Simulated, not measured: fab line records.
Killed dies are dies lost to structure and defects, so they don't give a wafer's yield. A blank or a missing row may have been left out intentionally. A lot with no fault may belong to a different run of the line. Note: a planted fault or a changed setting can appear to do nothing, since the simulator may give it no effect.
One fault seen from 2 desks :: flow sfq line :: each desk has only its own numbers; what lay behind them comes last

== FROM THE METROLOGY DESK ==
What the gauges read, lot by lot, whatever tool the lot ran on: means of the sampled wafers that have a number. Any lot whose mean is over 4 standard deviations away from the usual mean is out of limits and marked OUT; that distance is given in the brackets.
Columns: A = M1_NB_RS at SFQ_M1_RS_MEAS_909, usual 0.893 ohm/sq; B = M1_OVL at SFQ_M1_OVL_MEAS_911, usual 2 nm
lot: L944
first seen here: day 17 15:41
A: 0.906
B: -1

lot: L946
first seen here: day 18 19:36
A: 0.900
B: -1

lot: L947
first seen here: day 19 07:24
A: 0.903
B: 2

lot: L948
first seen here: day 20 07:59
A: 0.891
B: 24

lot: L949
first seen here: day 20 16:15
A: 0.896
B: 6

lot: L950
first seen here: day 21 03:16
A: 0.899
B: 8

lot: L951
first seen here: day 21 17:28
A: 0.882
B: -1

lot: L952
first seen here: day 22 09:04
A: 0.894
B: 9

lot: L953
first seen here: day 22 21:39
A: 0.898
B: 7

lot: L961
first seen here: day 25 15:51
A: 0.917
B: -4

lot: L963
first seen here: day 26 22:26
A: 0.892
B: -2

lot: L964
first seen here: day 27 03:49
A: 0.889
B: -2

lot: L965
first seen here: day 27 16:59
A: 0.878
B: 0

lot: L966
first seen here: day 28 03:56
A: 0.899
B: 4
Finding of this desk: none of the 14 lots has anything out of limits.

== FOR THE TOOL OWNER'S DESK: rie diel-04 ==
The tool's own readings at SFQ_TRILAYER_I0_VIA_BARC_OPEN_VIA_ETCH_046 (etches BARC in O2, target depth 125 nm, time 41.7 s): means of the sampled wafers that have a number, for each lot that ran on this tool. Any lot whose mean is over 4 standard deviations away from the usual mean is out of limits and marked OUT; that distance is given in the brackets.
Columns: A = drypump motor current A at SFQ_TRILAYER_I0_VIA_BARC_OPEN_VIA_ETCH_046, usual 5.5 A; B = oes product au at SFQ_TRILAYER_I0_VIA_BARC_OPEN_VIA_ETCH_046, usual 0.685 a.u.
lot: L946
first seen here: day 18 18:21
A: 5.4
B: 0.685

lot: L947
first seen here: day 19 06:21
A: 4.9
B: 0.688

lot: L949
first seen here: day 20 15:12
A: 5.1
B: 0.683

lot: L950
first seen here: day 21 02:00
A: 5.3
B: 0.687

lot: L951
first seen here: day 21 16:24
A: 5.4
B: 0.685

lot: L952
first seen here: day 22 08:00
A: 5.5
B: 0.686

lot: L953
first seen here: day 22 20:01
A: 5.1
B: 0.684

lot: L961
first seen here: day 25 14:45
A: 5.2
B: 0.687

lot: L963
first seen here: day 26 20:45
A: 5.7
B: 0.687
Finding of this desk: none of the 9 lots has anything out of limits.

== BROUGHT TOGETHER ==
The metrology desk saw nothing out of limits.
The desk of the tool owner found nothing out of limits.

== WHAT HAD BEEN PUT IN BY THE SIMULATOR ==
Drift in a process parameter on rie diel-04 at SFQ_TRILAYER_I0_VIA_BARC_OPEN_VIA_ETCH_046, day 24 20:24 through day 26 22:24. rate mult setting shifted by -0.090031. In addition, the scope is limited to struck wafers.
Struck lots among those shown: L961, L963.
